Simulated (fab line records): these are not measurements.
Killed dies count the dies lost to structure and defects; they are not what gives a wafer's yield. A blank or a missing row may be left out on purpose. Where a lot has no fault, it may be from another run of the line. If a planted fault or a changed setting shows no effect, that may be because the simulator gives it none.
Which tool did it? | flow sky130 | 6 lots with 18 wafers sampled at 3 steps, on a route of 708 steps

WHAT THE GAUGES SHOWED, per wafer
SKY_NWELL_TW_MEAS_15.
lot  | measured     | on            | NWELL_TW
L423 | day 4 16:29  | film-metro-02 | 1849 1842 1843
L427 | day 5 20:23  | film-metro-04 | 1869 1866 1871
L429 | day 6 10:02  | film-metro-02 | 1828 1827 1833
L432 | day 7 00:31  | film-metro-04 | 1873 1875 1878
L434 | day 7 12:04  | film-metro-02 | 2271 2273 2266 2253 2263 2259
L445 | day 10 05:34 | film-metro-01 | 1810 1835 1825

EACH LOT AND THE TOOL THAT RAN IT (in order: tool; ch and the chambers of the sampled wafers; start)
lot  | SKY_NWELL_IMPLANT_11            | SKY_NWELL_STRIP_14
L423 | implanter-03 ch 0, day 4 15:59  | plasma-asher-02 ch 0,1, day 4 16:23
L427 | implanter-03 ch 0, day 5 16:56  | plasma-asher-02 ch 0,1, day 5 20:18
L429 | implanter-03 ch 0, day 6 09:31  | plasma-asher-04 ch 0,1, day 6 09:56
L432 | implanter-01 ch 0, day 6 23:59  | plasma-asher-03 ch 0,1, day 7 00:25
L434 | implanter-01 ch 0, day 7 11:04  | plasma-asher-04 ch 0,1, day 7 11:49
L445 | implanter-02 ch 0, day 10 05:01 | plasma-asher-03 ch 0,1, day 10 05:27
- SKY_NWELL_IMPLANT_11
- SKY_NWELL_STRIP_14: strips in O2/N2.

THE ANSWER, worked out from the rows above alone
Rule: usual is defined by the lots themselves. Put in order of their means at a reading, lots are off if they are a third of the lots or fewer, leave a main group of 4 or more, and stand apart from it by a gap of 3 or more times the standard deviation of the main group's means; of several such gaps the widest counts. Not used: any main group whose means are identical at the precision the tables above print for the reading. Also off: a lot with no number at a reading for which 4 or more lots have one. Any other lot the step has rows for is counted as sound.
Off: at SKY_NWELL_TW_MEAS_15 (NWELL_TW), L434. The main group has a mean of 1848 with a standard deviation of 21.
A tool fits if, at a process step before that reading, it ran every lot that is off, and no sound lot after the first of them. Gauges at SKY_NWELL_TW_MEAS_15: tried the same way as those tools. Can't be told from this: 3 tools fit, implanter-01 at SKY_NWELL_IMPLANT_11, plasma-asher-04 at SKY_NWELL_STRIP_14, film-metro-02 at SKY_NWELL_TW_MEAS_15.

WHAT WAS PUT IN BY THE SIMULATOR
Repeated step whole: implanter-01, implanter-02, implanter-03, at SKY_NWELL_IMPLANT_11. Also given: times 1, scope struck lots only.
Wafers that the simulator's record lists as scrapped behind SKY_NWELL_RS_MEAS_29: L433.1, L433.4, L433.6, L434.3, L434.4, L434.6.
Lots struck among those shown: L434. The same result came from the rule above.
